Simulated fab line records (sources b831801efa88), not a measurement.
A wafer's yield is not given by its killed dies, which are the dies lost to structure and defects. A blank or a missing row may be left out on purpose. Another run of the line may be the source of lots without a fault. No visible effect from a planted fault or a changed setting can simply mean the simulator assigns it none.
Which tool did it?    flow sky130    10 lots, 30 wafers sampled, at 4 steps of a route of 708

## WHAT EACH GAUGE READ, for each wafer
SKY_CAP2M_THK_MEAS_04: measures by xrf. Usual: for CAP2M_TIN_THK the level is 203.9 nm and the standard deviation is 1.9.
lot   measured      on             CAP2M_TIN_THK (nm)  flag
L816  day 39 09:28  film_metro-01  204.2 201.0 203.4   
L817  day 39 21:18  film_metro-02  201.1 199.6 201.3   
L818  day 41 10:20  film_metro-02  202.3 203.2 202.6   
L821  day 41 11:24  film_metro-01  204.5 205.7 204.7   
L823  day 41 19:09  film_metro-02  202.5 203.3 203.8   
L824  day 41 22:41  film_metro-04  201.8 200.6 201.1   
L833  day 44 09:29  film_metro-02  207.0 206.9 206.0   
L835  day 45 06:43  film_metro-01  206.8 208.1 208.6   
L838  day 45 16:11  film_metro-02  205.5 206.3 207.4   
L839  day 45 20:24  film_metro-04  206.3 203.3 204.8   

SKY_PASSIVATION_THK_MEAS_03. Usual: for PASSIVATION_CVD_02_THK the level is 542 nm and the standard deviation is 6.4.
lot   measured      on             PASSIVATION_CVD_02_THK (nm)  flag
L816  day 43 14:19  film_metro-04  538 540 539                  
L817  day 43 23:40  film_metro-03  541 539 551                  
L818  day 45 08:20  film_metro-04  535 538 546                  
L821  day 45 10:33  film_metro-03  545 545 555                  
L823  day 45 17:17  film_metro-04  539 551 544                  
L824  day 45 18:57  film_metro-03  530 536 540                  
L833  day 47 23:55  film_metro-04  772 546 543                  OFF
L835  day 48 18:38  film_metro-03  768 541 540                  OFF
L838  day 49 04:22  film_metro-04  531 535 544                  
L839  day 49 07:01  film_metro-02  538 525 540                  

## TOOL THAT RAN EACH LOT (tool first, then ch and the chambers of the sampled wafers, then the start)
lot   SKY_METAL4_SPUTTER_04         SKY_PASSIVATION_CVD_02
L816  pvd_sputter-01, day 39 09:07  pecvd-03 ch 0,1,2, day 43 14:05
L817  pvd_sputter-04, day 39 20:56  pecvd-03 ch 1,2, day 43 23:26
L818  pvd_sputter-04, day 41 09:58  pecvd-03 ch 0,1,2, day 45 08:05
L821  pvd_sputter-03, day 41 11:02  pecvd-01 ch 1,2, day 45 10:19
L823  pvd_sputter-01, day 41 18:47  pecvd-03 ch 0,1,2, day 45 17:03
L824  pvd_sputter-01, day 41 22:19  pecvd-03 ch 0,1,2, day 45 18:43
L833  pvd_sputter-03, day 44 09:05  pecvd-03 ch 0,2, day 47 23:40
L835  pvd_sputter-01, day 45 06:21  pecvd-03 ch 1,2, day 48 18:24
L838  pvd_sputter-01, day 45 15:50  pecvd-02 ch 0,2, day 49 04:08
L839  pvd_sputter-04, day 45 20:02  pecvd-02 ch 0,1, day 49 06:46
- SKY_METAL4_SPUTTER_04: material TiN, target thk 70 nm, time 58.3 s.
- SKY_PASSIVATION_CVD_02: deposits Si3N4, target thk 540 nm.

## WHAT THE TOOLS THEMSELVES READ (means of the sampled wafers that have a number; where no wafer has one, the mark that the record gives instead)
SKY_METAL4_SPUTTER_04. Usual: throttle_valve_pct at 30.3 %, with a standard deviation of 0.99.
lot   tool            throttle_valve_pct (%)  flag
L816  pvd_sputter-01  30.4                    
L817  pvd_sputter-04  30.7                    
L818  pvd_sputter-04  31.4                    
L821  pvd_sputter-03  29.8                    
L823  pvd_sputter-01  30.1                    
L824  pvd_sputter-01  30.3                    
L833  pvd_sputter-03  29.3                    
L835  pvd_sputter-01  30.5                    
L838  pvd_sputter-01  30.7                    
L839  pvd_sputter-04  31.7                    

SKY_PASSIVATION_CVD_02. Usual: heater_power_w at 763 W, with a standard deviation of 110.
lot   tool      heater_power_w (W)  flag
L816  pecvd-03  759                 
L817  pecvd-03  812                 
L818  pecvd-03  771                 
L821  pecvd-01  951                 
L823  pecvd-03  774                 
L824  pecvd-03  767                 
L833  pecvd-03  806                 
L835  pecvd-03  756                 
L838  pecvd-02  719                 
L839  pecvd-02  708                 

## THE ANSWER, worked out from the rows above alone
Rule: a lot counts as off when the mean over its wafers that have a number is more than 3 standard deviations away from the usual mean. Also off: a lot with no number at a reading for which 4 or more lots have one. The other lots that the step has rows for count as sound. First the gauges in route order, then the tools' own readings, where a lot's mean is used as printed above. At the first step where some lot is off, the reading lying furthest off is the one used; lots without a number count as furthest.
Off: L833, L835, seen at SKY_PASSIVATION_THK_MEAS_03 (PASSIVATION_CVD_02_THK).
If a tool, at a process step before that reading, ran all the lots that are off and no sound lot after the first of them, it fits. Gauges at SKY_PASSIVATION_THK_MEAS_03: tried the same way as those tools. One candidate fits, namely pecvd-03 at SKY_PASSIVATION_CVD_02. Its last sound lot is L824 (day 45 18:43), its first lot that is off L833 (day 47 23:40): a fault that began between those two fits.

## WHAT WAS PUT IN BY THE SIMULATOR
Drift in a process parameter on pecvd-03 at SKY_PASSIVATION_CVD_02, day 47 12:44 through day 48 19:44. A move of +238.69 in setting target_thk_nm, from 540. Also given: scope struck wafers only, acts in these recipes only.
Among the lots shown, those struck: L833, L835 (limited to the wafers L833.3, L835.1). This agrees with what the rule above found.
